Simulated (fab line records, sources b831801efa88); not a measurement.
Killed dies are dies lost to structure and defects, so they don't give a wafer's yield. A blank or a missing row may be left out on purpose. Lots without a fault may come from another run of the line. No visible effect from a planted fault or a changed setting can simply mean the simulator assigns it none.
Problem report in the 8D (eight disciplines) form, filled by code ; flow sky130 ; the parts of the form that need people (team, actions taken, sign-off) are left out

## 1. WHAT IS WRONG
Wafers without a fault read 800.01 C, standard deviation 0.072; tube-center-temp-C at SKY_GATE_OXIDE_OXIDATION_16 reads a mean of 790.98 C on 9 wafers belonging to 3 lots. That is -99 or more standard deviations from the usual mean.
The step: stabilise 600 s, purge 300 s, target thk 3.57 nm.
First observed at day 17 16:22: wafer L999.2, on furnace-01. The record holds 39 wafers of 13 lots with a number at this step. By rule, "out" or "out of limits" means more than 4 standard deviations away from the usual mean. The rest of the wafers with a number are treated as sound.

## 2. WHAT IT IS, AND WHAT IT ISN'T
question;is;is not
which readings at this step;tube-center-temp-C, spike-tc-centre-C, spike-tc-lower-C, spike-tc-upper-C, tube_center_temp_C_max;zone-power-centre-pct
which lots;L102, L103, L999;L100, L101, L110, L111, L112, L989, L990, L992, L996, L998
which wafers of those lots;all that have a number;-
read on which tools;furnace-01;furnace-02
when;from day 17 16:22;"up to then (15 sound wafers); but 15 sound wafers of L100, L101, L110, L111, L112 came after"

## 3. SUSPECTS, AND WHAT RULES EACH OUT
Counting: a tool stays on the suspect list if, at a process step up to the reading, it processed all lots that are out and no sound lot following the first of them.
- furnace-01 at SKY_GATE_OXIDE_OXIDATION_16 (stabilise 600 s, purge 300 s, target thk 3.57 nm): ruled out as a lasting fault. The sound lots L110, L111, L112 went through it after L999, its earliest lot that is out (day 17 16:22).
Left after counting: nothing in the record.

## 4. THE CAUSE (what the simulator had put in)
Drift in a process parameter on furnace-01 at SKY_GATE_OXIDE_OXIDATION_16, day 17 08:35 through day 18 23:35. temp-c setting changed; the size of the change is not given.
Counting ruled it out, wrongly.

## 5. THE CHAIN OF EFFECTS, in route order
One row per reading whose mean, taken over the struck wafers that have a number, lies over 3 standard deviations from the usual. Readings are gone through only where the record gives a usual standard deviation; hours: the median, over the lots, of the time from a lot's start at the first step in this table giving one to that lot's start at this step; sigmas: the change measured in usual standard deviations.
hours;step;reading;usual;on struck wafers;change;sigmas
0;SKY_GATE_OXIDE_OXIDATION_16;spike-tc-bottom-C;818 C;806;-12;-3.9
0;SKY_GATE_OXIDE_OXIDATION_16;spike-tc-centre-C;801.7 C;792.5;-9.2;-8.4
0;SKY_GATE_OXIDE_OXIDATION_16;spike-tc-lower-C;799.4 C;789.5;-9.9;-6.6
0;SKY_GATE_OXIDE_OXIDATION_16;spike-tc-upper-C;800.8 C;792.2;-8.6;-7.1
0;SKY_GATE_OXIDE_OXIDATION_16;tube-center-temp-C;800.01 C;790.98;-9.03;-99 or more
0;SKY_GATE_OXIDE_OXIDATION_16;tube_center_temp_C_max;802.1;793.1;-9.0;-25
Here are the process steps it includes:
- SKY_GATE_OXIDE_OXIDATION_16: stabilise 600 s, purge 300 s, target thk 3.57 nm.
Later steps that measure or inspect, where all struck wafers having a row at the step show a number for every such reading and not one has moved that far: SKY_RES_PROTECT_TW_MEAS_08, SKY_POLY_GATE_CD_MEAS_13.

## 6. HOW IT WOULD HAVE BEEN CAUGHT EARLIER
The fault began at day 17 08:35; the first out-of-limits reading in this record came at day 17 16:22, 8 hours later.
